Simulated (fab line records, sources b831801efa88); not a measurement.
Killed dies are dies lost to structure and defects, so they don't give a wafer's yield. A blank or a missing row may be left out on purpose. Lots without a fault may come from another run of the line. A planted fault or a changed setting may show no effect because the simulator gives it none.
A struck lot beside a sound one | flow sky130 | 30 steps out of a route of 708
Sound: wafers L394.1, L394.2, L394.6. Struck: wafers L404.2, L404.3, L404.5. The cause comes at the end.
At each step with rows: each side's tool, then ch and its chambers, then its first start. Under that, the readings that differ: sound wafers | struck wafers | difference of the means | sigmas: that difference in standard deviations of wafers without a fault.
alike: readings whose means differ by less than 2 such deviations, and words and numbers that are the same on both sides. not compared: withheld readings, readings that some wafer has no value for, bounds like >300 that may hide the same value, and numbers for which the record gives no deviation and whose values overlap.
The two part at a step that has a row with sigmas, a row that says differs or no value, or rows on one side only. Numbers that don't overlap but have no deviation are shown without sigmas and don't part them. A reading that every wafer of one side lacks parts them only if that side has two wafers or more.

first, 5 steps without rows for these wafers: SKY_SONOS_ONO_COAT_08 (resist thk 1140 nm); SKY_SONOS_ONO_SOFTBAKE_09 (time 60 s); SKY_SONOS_ONO_EXPOSE_10 (exposes mask ONOM, target cd 410 nm); SKY_SONOS_ONO_PEB_11; SKY_SONOS_ONO_DEVELOP_12 (develop time 60 s).
SKY_SONOS_ONO_CD_MEAS_13: target cd 410 nm.
  sound on cd_sem-01, day 14 12:17; struck on cd_sem-01, day 18 08:10
  alike: cd_nm
SKY_SONOS_ONO_OVL_MEAS_14:
  sound on overlay-01, day 14 12:25; struck on overlay-02, day 18 08:16
  alike: SONOS_ONO_OVL
SKY_SONOS_ONO_ETCH_15: etches the open film in CHF3/O2, target depth 19.52 nm, time 8.101 s.
  sound on rie_diel-02 ch 0,2, day 14 12:26; struck on rie_diel-01 ch 1,2, day 18 08:17
  alike: O2_flow_sccm, chf3_flow_sccm, drypump_motor_current_A, oes_product_au, throttle_valve_pct
  not compared: rf_hours_counter_h
then, 1 step without rows for these wafers: SKY_SONOS_ONO_WET_ETCH_16 (etches SiO2 in dHF, target depth 14 nm, time 280 s).
SKY_SONOS_ONO_STRIP_17: strips in O2/N2.
  sound on plasma_asher-01 ch 0,1, day 14 12:33; struck on plasma_asher-01 ch 0,1, day 18 08:25
  alike: drypump_motor_current_A, n2_flow_sccm, oes_product_au, strip_time_to_endpoint_s
  not compared: rf_hours_counter_h
then, 2 steps without rows for these wafers: SKY_SONOS_ONO_WET_ETCH_18 (etches Si3N4 in H3PO4, target depth 15 nm, time 172 s); SKY_GATE_OXIDE_CLEAN_00 (cleans in SC1/SC2, time 150 s).
SKY_GATE_OXIDE_OXIDATION_01: stabilise 600 s, purge 300 s, target thk 10.268 nm.
  sound on furnace-01 ch 0, day 14 14:50; struck on furnace-02 ch 0, day 18 11:31
  reading                                           | sound                | struck               | difference | sigmas
  spike_tc_bottom_C (C)                             | 919.3 920.3 920.8    | 941.6 944.1 941.4    | +22.2      | +17
  spike_tc_centre_C (C)                             | 902.6 899.1 899.6    | 926.2 926.8 925.8    | +25.8      | +23
  spike_tc_lower_C (C)                              | 901.7 900.6 900.7    | 925.0 923.9 923.8    | +23.2      | +21
  spike_tc_top_C (C)                                | 909.0 909.9 909.1    | 931.5 930.8 930.7    | +21.7      | +22
  spike_tc_upper_C (C)                              | 898.5 900.7 898.4    | 925.6 922.9 924.1    | +25.0      | +25
  tube_center_temp_C (C)                            | 899.93 900.05 899.85 | 923.56 923.43 923.41 | +23.52     | +99 or more
  tube_center_temp_C_max                            | 902.3 902.7 901.5    | 926.1 925.3 925.6    | +23.5      | +62
  zone_power_bottom_pct (%)                         | 26.6 26.8 26.5       | 30.0 29.6 30.0       | +3.2       | +4
  zone_power_top_pct (%)                            | 31.3 31.3 31.8       | 32.9 32.9 32.8       | +1.4       | +4
  zone_power_upper_pct (%)                          | 16.5 16.2 16.2       | 21.6 22.0 21.9       | +5.5       | +3
  model.SiO2_of_GATE_OXIDE_OXIDATION_01.thk_nm (nm) | 10.37 10.3 10.29     | 13.24 13.32 13.21    | +2.94      |
SKY_GATE_OXIDE_THK_MEAS_02:
  sound on film_metro-01, day 14 16:15; struck on film_metro-01, day 18 12:56
  reading                          | sound             | struck            | difference | sigmas
  GATE_OXIDE_OXIDATION_00_THK (nm) | 10.42 10.28 10.30 | 13.25 13.28 13.26 | +2.93      | +16
then, 7 steps without rows for these wafers: SKY_GATE_OXIDE_DEHYDRATE_03 (time 60 s); SKY_GATE_OXIDE_HMDS_04 (prime time 60 s); SKY_GATE_OXIDE_COAT_05 (resist thk 1140 nm); SKY_GATE_OXIDE_SOFTBAKE_06 (time 58.68 s); SKY_GATE_OXIDE_EXPOSE_07 (exposes mask LVOM, target cd 600 nm); SKY_GATE_OXIDE_PEB_08; SKY_GATE_OXIDE_DEVELOP_09 (develop time 60 s).
SKY_GATE_OXIDE_OVL_MEAS_10:
  sound on overlay-02, day 15 18:50; struck on overlay-02, day 19 19:11
  alike: GATE_OXIDE_OVL
then, 2 steps without rows for these wafers: SKY_GATE_OXIDE_IMPLANT_11; SKY_GATE_OXIDE_WET_ETCH_12 (etches SiO2 in dHF, target depth 16.8 nm, time 336 s).
SKY_GATE_OXIDE_STRIP_13: strips in O2/N2.
  sound on plasma_asher-01 ch 0,1, day 15 19:07; struck on plasma_asher-04 ch 0,1, day 19 19:29
  alike: drypump_motor_current_A, n2_flow_sccm, oes_product_au, strip_time_to_endpoint_s
  not compared: rf_hours_counter_h
SKY_GATE_OXIDE_TW_MEAS_14:
  sound on film_metro-02, day 15 19:13; struck on film_metro-04, day 19 19:35
  alike: GATE_OXIDE_TW
then, 1 step without rows for these wafers: SKY_GATE_OXIDE_CLEAN_15 (cleans in SC1/SC2, time 150 s).
SKY_GATE_OXIDE_OXIDATION_16: stabilise 600 s, purge 300 s, target thk 3.57 nm.
  sound on furnace-01 ch 0, day 15 20:28; struck on furnace-01 ch 0, day 19 19:41
  reading                                           | sound             | struck            | difference | sigmas
  model.SiO2_of_GATE_OXIDE_OXIDATION_01.thk_nm (nm) | 11.73 11.68 11.67 | 14.39 14.49 14.36 | +2.72      |
  alike: spike_tc_bottom_C, spike_tc_centre_C, spike_tc_lower_C, spike_tc_top_C, spike_tc_upper_C, tube_center_temp_C, tube_center_temp_C_max, zone_power_bottom_pct, zone_power_top_pct, zone_power_upper_pct
then, 1 step without rows for these wafers: SKY_POLY_GATE_CVD_00 (deposits poly-Si, target thk 180 nm, time 720 s).
-- the record jumps here: 30 days lie between the struck wafers' starts before and after (it left off in module POLY_GATE and takes up again in module PAD_OPEN, whose first step shown is number 708 of the route) --
SKY_PAD_OPEN_PROBE_99:
  sound on prober-02, day 47 03:58; struck on prober-02, day 49 17:40
  reading                                | sound                         | struck                        | difference | sigmas
  model.etest.nfet_16v.r_on_ohm_um       | 1.401e+04 1.416e+04 1.416e+04 | 1.568e+04 1.56e+04 1.574e+04  | +1.563e+03 |
  model.etest.pfet_16v.r_on_ohm_um       | 1.507e+04 1.539e+04 1.533e+04 | 1.551e+04 1.556e+04 1.548e+04 | +2.533e+02 |
  model.etest.tip_sonos.rs_ohm_sq        | 2694 2652 2648                | 3470 3486 3448                | +803       |
  model.etest.pfet_g5v0d10v5.r_on_ohm_um | 4795 4828 4770                | 5407 5389 5420                | +608       |
  model.etest.nfet_g5v0d10v5.r_on_ohm_um | 1886 1903 1873                | 2155 2139 2148                | +260       |
  model.etest.tip_p.rs_ohm_sq            | 6880 6876 6862                | 7047 7061 7022                | +171       |
  model.etest.nfet_g5v0d10v5.drive_ua_um | 603.9 598.7 606.8             | 486 488.4 491.5               | -114       |
  model.etest.nfet_05v0_nvt.drive_ua_um  | 570.2 571 575.4               | 473.8 470.6 474               | -99.4      |
  alike: killed_at_M0_to_M3, killed_at_M4_up, killed_at_contacts, killed_at_front_end, killed_at_other, killed_dies, killed_open, killed_short

WHERE THEY PART
First at SKY_GATE_OXIDE_OXIDATION_01; last, within this record, at SKY_GATE_OXIDE_THK_MEAS_02. Later steps at which nothing parts them and some readings are alike: SKY_GATE_OXIDE_OVL_MEAS_10, SKY_GATE_OXIDE_STRIP_13, SKY_GATE_OXIDE_TW_MEAS_14, SKY_GATE_OXIDE_OXIDATION_16, SKY_PAD_OPEN_PROBE_99.

WHY: what the simulator had put in
Process parameter drift: furnace-02, from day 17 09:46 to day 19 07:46, at SKY_GATE_OXIDE_OXIDATION_01. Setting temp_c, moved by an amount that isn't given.
